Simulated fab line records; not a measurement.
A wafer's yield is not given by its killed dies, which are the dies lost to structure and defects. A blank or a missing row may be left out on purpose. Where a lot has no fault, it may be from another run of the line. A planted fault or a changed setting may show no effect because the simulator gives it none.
Which of the tools did it? ; flow gf180mcu ; 13 lots with 39 wafers sampled at 5 steps, on a route of 602 steps

## WHAT THE GAUGES SHOWED, per wafer
GF_VT_IMPLANT_TW_MEAS_32. Usual: for VT_IMPLANT_3_TW the level is 266.3 and the standard deviation is 1.7.
lot;measured;on;VT_IMPLANT_3_TW;flag
L229;day 6 19:38;film metro-04;265.3 262.8 263.9;
L230;day 7 04:02;film metro-03;266.3 267.9 267.8;
L231;day 7 09:49;film metro-03;267.0 268.5 264.9;
L232;day 7 15:23;film metro-04;265.1 264.9 264.3;
L234;day 8 04:23;film metro-04;263.8 263.9 265.3;
L235;day 8 12:11;film metro-03;267.5 268.6 269.0;
L236;day 8 19:20;film metro-01;265.8 266.2 266.2;
L240;day 9 20:56;film metro-01;267.2 266.6 266.7;
L245;day 11 08:38;film metro-01;266.7 265.8 264.6;
L246;day 11 12:14;film metro-04;262.1 262.6 263.4;
L247;day 12 00:11;film metro-03;267.6 268.8 267.5;
L248;day 12 04:44;film metro-04;267.2 267.8 268.1;
L252;day 13 07:11;film metro-03;266.8 268.3 268.2;

GF_HV_LDD_OVL_MEAS_32. Usual: for HV_LDD_02_OVL the level is -0.8 nm and the standard deviation is 1.5.
lot;measured;on;HV_LDD_02_OVL (nm);flag
L229;day 11 15:10;overlay-02;0.2 1.5 -0.7;
L230;day 11 21:10;overlay-01;-1.2 -1.5 -2.8;
L231;day 12 04:14;overlay-02;-1.0 -2.8 -3.4;
L232;day 12 11:10;overlay-02;-1.2 -0.2 -1.7;
L234;day 13 06:25;overlay-01;-3.1 -3.7 -4.5;
L235;day 13 12:46;overlay-02;-0.9 0.5 -1.2;
L236;day 13 22:28;overlay-02;0.0 -1.2 0.3;
L240;day 15 03:43;overlay-02;-110.6 -111.5 -110.9;OFF
L245;day 16 22:37;overlay-01;-0.8 -1.0 -1.2;
L246;day 17 02:52;overlay-01;0.5 -0.7 0.1;
L247;day 17 17:31;overlay-01;-113.0 -113.1 -114.2;OFF
L248;day 17 23:07;overlay-01;0.9 1.3 0.3;
L252;day 19 08:25;overlay-02;-1.4 -1.6 -0.3;

GF_M3_CD_MEAS_14: target cd 280 nm. Usual: 279.9 nm for cd nm, sd 1.2.
lot;measured;on;cd nm (nm);flag
L229;day 21 12:20;cd sem-02;280.2 280.8 280.8;
L230;day 21 20:07;cd sem-02;280.7 280.2 281.0;
L231;day 22 03:40;cd sem-02;281.2 282.2 280.7;
L232;day 22 14:56;cd sem-01;280.9 280.3 280.9;
L234;day 23 11:20;cd sem-02;279.2 279.0 278.1;
L235;day 23 17:08;cd sem-02;279.8 278.5 279.4;
L236;day 24 04:29;cd sem-02;279.6 281.0 280.1;
L240;day 25 12:32;cd sem-01;280.2 281.2 280.6;
L245;day 27 01:58;cd sem-01;277.7 278.7 278.0;
L246;day 27 10:25;cd sem-01;279.9 280.1 279.6;
L247;day 27 20:59;cd sem-01;279.0 279.8 280.4;
L248;day 27 23:15;cd sem-01;279.9 279.7 279.3;
L252;day 29 07:23;cd sem-01;280.7 278.6 280.1;

## WHICH TOOL RAN EACH LOT (tool, then ch and the chambers of the sampled wafers, then the start)
lot;GF_HV_LDD_EXPOSE_28;GF_CONTACT_STRIP_18
L229;iline stepper-02 ch 0, day 11 05:42;plasma asher-01 ch 0,1, day 16 04:19
L230;iline stepper-02 ch 0, day 11 11:40;plasma asher-03 ch 0,1, day 16 12:31
L231;iline stepper-01 ch 0, day 11 18:10;plasma asher-01 ch 0,1, day 16 20:02
L232;iline stepper-01 ch 0, day 12 01:15;plasma asher-01 ch 0,1, day 17 05:13
L234;iline stepper-01 ch 0, day 12 20:36;plasma asher-03 ch 0,1, day 18 03:13
L235;iline stepper-01 ch 0, day 13 02:54;plasma asher-03 ch 0,1, day 18 08:52
L236;iline stepper-02 ch 0, day 13 12:10;plasma asher-03 ch 0,1, day 18 21:04
L240;iline stepper-02 ch 0, day 14 17:16;plasma asher-03 ch 0,1, day 20 07:19
L245;iline stepper-01 ch 0, day 16 10:46;plasma asher-01 ch 0,1, day 22 05:55
L246;iline stepper-01 ch 0, day 16 15:36;plasma asher-03 ch 0,1, day 22 11:52
L247;iline stepper-02 ch 0, day 17 05:49;plasma asher-03 ch 0,1, day 23 02:05
L248;iline stepper-01 ch 0, day 17 11:11;plasma asher-04 ch 0,1, day 23 06:10
L252;iline stepper-01 ch 0, day 18 20:19;plasma asher-04 ch 0,1, day 24 14:37
- GF_HV_LDD_EXPOSE_28: exposes mask Nplus HV AREA, target cd 400 nm.
- GF_CONTACT_STRIP_18: strips in O2/N2.

## AS READ BY THE TOOLS THEMSELVES (means over the sampled wafers that have a number; for cases with no such wafer, the mark the record gives instead)
GF_CONTACT_STRIP_18. Usual: drypump motor current A 5.9 A, standard deviation 0.57; heater power w 363 W, standard deviation 42; oes product au 0.580 a.u., standard deviation 0.0051; platen temp c 249.99 C, standard deviation 0.17.
lot;tool;drypump motor current A (A);heater power w (W);oes product au (a.u.);platen temp c (C);flag
L229;plasma asher-01;6.2;364;0.573;249.93;
L230;plasma asher-03;5.2;371;0.581;249.95;
L231;plasma asher-01;6.4;382;0.577;249.95;
L232;plasma asher-01;6.4;385;0.579;250.15;
L234;plasma asher-03;5.2;374;0.579;249.96;
L235;plasma asher-03;5.6;406;0.581;249.77;
L236;plasma asher-03;5.6;392;0.574;249.91;
L240;plasma asher-03;5.6;397;0.581;250.00;
L245;plasma asher-01;6.2;359;0.581;249.93;
L246;plasma asher-03;5.2;372;0.579;249.98;
L247;plasma asher-03;5.6;391;0.577;250.11;
L248;plasma asher-04;6.0;320;0.584;250.01;
L252;plasma asher-04;6.0;319;0.576;249.88;

## THE ANSWER, worked out from the rows above alone
Rule: a lot is off if the mean of its wafers that have a number lies more than 3 standard deviations from the usual mean. A lot without any number at a reading at which 4 lots or more have one is off too. Any other lot the step has rows for is counted as sound. After the gauges, taken in route order, come the tools' own readings; for these a lot's mean is taken, as printed above. The first step at which some lot is off is used, and at that step the reading that is off furthest; a lot without a number counts as furthest.
Off: L240, L247, at GF_HV_LDD_OVL_MEAS_32 (HV_LDD_02_OVL).
If a tool, at a process step before that reading, ran all the lots that are off and no sound lot after the first of them, it fits. The gauges at GF_HV_LDD_OVL_MEAS_32 are tried like those tools. One fits: GF_HV_LDD_EXPOSE_28 on iline stepper-02. A fault onset in the window from L236 (day 13 12:10, its last sound lot) to L240 (day 14 17:16, its first lot off) fits.

## WHAT HAD BEEN PUT IN BY THE SIMULATOR
Scanner matching overlay: iline stepper-02, from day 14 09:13 on, at GF_HV_LDD_EXPOSE_28. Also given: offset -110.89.
Shown lots that were struck: L240, L247. This agrees with what the rule above found.
